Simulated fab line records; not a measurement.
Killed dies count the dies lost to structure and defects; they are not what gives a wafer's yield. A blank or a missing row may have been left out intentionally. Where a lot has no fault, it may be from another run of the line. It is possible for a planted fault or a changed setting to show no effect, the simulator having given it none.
Which tool did it?    flow sky130    21 wafers sampled from 7 lots at 1 step of a route of 708

== WHAT THE GAUGES READ, wafer by wafer ==
SKY_VIA2_BOW_MEAS_03.
lot   measured      on             VIA2_BOW (um)
L247  day 35 16:11  film metro-01  88 95 102
L249  day 36 00:19  film metro-03  82 72 74
L252  day 37 02:37  film metro-01  94 83 82
L254  day 37 14:18  film metro-01  78 78 80
L258  day 39 11:17  film metro-01  80 84 77
L262  day 40 08:40  film metro-01  81 101 88
L269  day 42 01:47  film metro-02  90 92 84

== TOOL THAT RAN EACH LOT (tool first, then ch and the chambers of the sampled wafers, then the start) ==
Before these readings, the record contains no process step.

== THE ANSWER, worked out from the rows above alone ==
Rule: the usual values come from the lots themselves. Put in order of their means at a reading, lots are off if they are a third of the lots or fewer, leave a main group of 4 or more, and stand apart from it by a gap of 3 or more times the standard deviation of the main group's means; of several such gaps the widest counts. Not used: any main group whose means are identical at the precision the tables above print for the reading. Also off: a lot with no number at a reading for which 4 or more lots have one. Any other lot the step has rows for is counted as sound.
No lot is off at any reading shown: from this, nothing can be told.

== WHAT THE SIMULATOR PUT IN ==
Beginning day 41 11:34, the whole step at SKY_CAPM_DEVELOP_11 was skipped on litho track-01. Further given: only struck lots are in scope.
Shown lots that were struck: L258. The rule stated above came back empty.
